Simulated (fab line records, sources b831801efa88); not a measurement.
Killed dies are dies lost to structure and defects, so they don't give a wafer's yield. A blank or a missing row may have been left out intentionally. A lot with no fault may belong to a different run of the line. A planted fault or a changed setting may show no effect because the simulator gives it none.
A lot that was struck, set against a sound lot || flow sky130 || 27 out of 708 route steps
Sound: wafers L890.1, L890.4, L890.5. The struck wafers were L903.1, L903.3, L903.5. The cause is given at the end.
Per side, at each step with rows, come the tool, then ch with its chambers, and then its first start. Under that, the readings that differ: sound wafers || struck wafers || difference of the means || sigmas: that difference in standard deviations of wafers without a fault.
alike: a reading whose means differ by less than 2 such deviations, as well as words and numbers matching on both sides. not compared: withheld readings; readings where some wafer has no value; bounds like >300 that might hide an equal value; numbers whose values overlap and for which the record gives no deviation.
The two part at a step that has a row with sigmas, a row that says differs or no value, or rows on one side only. When numbers do not overlap yet have no deviation, they are printed without sigmas and do not part them. A reading that every wafer of one side lacks parts them only if that side has two wafers or more.

first, 9 steps without rows for these wafers: SKY_METAL4_DESCUM_15 (chemistry O2, time 8 s); SKY_METAL4_ETCH_16 (etches BARC in N2/H2, stops on SiO2, time 88.2 s, target depth 60 nm); SKY_METAL4_ETCH_17 (etches SiO2 in C4F8/O2/Ar, stops on TiN, time 3.9 s, target depth 15 nm); SKY_METAL4_METAL_ETCH_18 (etches the open film in Cl2/BCl3, stops on SiO2, target depth 845 nm, time 183.1 s); SKY_METAL4_STRIP_19 (strips in O2/N2); SKY_METAL4_STRIP_20 (strips in post etch residue remover, time 1200 s); SKY_METAL4_CLEAN_21 (cleans in IPA, time 180 s); SKY_METAL4_CLEAN_22 (cleans in O3/DIW); SKY_VIA4_HDPCVD_00 (deposits SiO2, target thk 1750 nm, time 291.7 s).
SKY_VIA4_CMP_02: polishes SiO2.
  sound on cmp-02 ch 1,2, day 43 06:37; struck on cmp-02 ch 1,2,3, day 46 23:10
  no value came back on the struck wafers for edgeZonePressureFrac, headPressurePsi (psi), motorCurrentA (A); on the sound wafers edgeZonePressureFrac reads 0.995 1.004 1.004
{"reading": "model.SiO2_of_VIA4_HDPCVD_00.thkNm (nm)", "sound": "578.7 578.4 576", "struck": "1760 1740 1770", "difference": "+1179", "sigmas": ""}
SKY_VIA4_BOW_MEAS_03:
  sound on filmMetro-03 at day 43 06:55; struck on filmMetro-03 at day 46 23:28
{"reading": "VIA4_BOW (um)", "sound": "82 86 79", "struck": "119 128 122", "difference": "+41", "sigmas": "+5"}
then, 7 steps without rows for these wafers: SKY_VIA4_DEHYDRATE_04 (time 60 s); SKY_VIA4_HMDS_05 (prime time 60 s); SKY_VIA4_COAT_06 (resist thk 1140 nm); SKY_VIA4_SOFTBAKE_07 (time 60 s); SKY_VIA4_EXPOSE_08 (exposes mask VIM4, target cd 800 nm); SKY_VIA4_PEB_09; SKY_VIA4_DEVELOP_10 (develop time 60 s).
SKY_VIA4_ETCH_12: etches SiO2 in C4F8/O2/Ar, stops on TiN, target depth 580 nm.
  sound on rieDiel-04 ch 0,1,3, day 44 06:05; struck on rieDiel-04 ch 1,2,3, day 47 19:25
{"reading": "oesProductAu (a.u.)", "sound": "0.926 0.918 0.928", "struck": "1.572 1.597 1.615", "difference": "+0.671", "sigmas": "+99 or more"}
{"reading": "model.VIA4.featureDepthNm (nm)", "sound": "578.7 578.4 576", "struck": "627.8 642 656", "difference": "+64.2", "sigmas": ""}
{"reading": "model.etch.depthNm (nm)", "sound": "578.7 578.4 576", "struck": "627.8 642 656", "difference": "+64.2", "sigmas": ""}
then, 6 steps without rows for these wafers: SKY_VIA4_STRIP_13 (strips in O2/N2); SKY_VIA4_STRIP_14 (strips in post etch residue remover, time 1200 s); SKY_VIA4_CLEAN_15 (cleans in IPA, time 180 s); SKY_VIA4_CLEAN_16 (cleans in O3/DIW); SKY_VIA4_SPUTTER_17 (material TiN, target thk 20 nm, time 80 s); SKY_VIA4_CVD_18 (deposits W, target thk 505 nm, time 152.14 s).
SKY_VIA4_CMP_21: polishes, stops on SiO2, t overpolish 25 s, target thk 0 nm.
  sound on cmp-01 ch 0,2,3, day 44 07:15; struck on cmp-01 ch 2,3, day 47 20:40
{"reading": "model.SiO2_of_VIA4_HDPCVD_00.thkNm (nm)", "sound": "573.3 573 570.5", "struck": "1755 1735 1765", "difference": "+1179", "sigmas": ""}
  alike: edgeZonePressureFrac, headPressurePsi, motorCurrentA
-- the record jumps here: 2 days lie between the struck wafers' starts before and after (it left off in module VIA4 and takes up again in module PAD_OPEN, whose first step shown is number 708 of the route) --
SKY_PAD_OPEN_PROBE_99:
  only the struck wafers here have rows in the record (prober-02, day 50 05:56); the sound ones have none

== WHERE THEY PART ==
Last at SKY_PAD_OPEN_PROBE_99 as far as this record goes, first at SKY_VIA4_CMP_02.

WHY: whatever the simulator had introduced
Entire step skipped (cmp-02, SKY_VIA4_CMP_02), from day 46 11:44 onward. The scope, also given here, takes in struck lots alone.
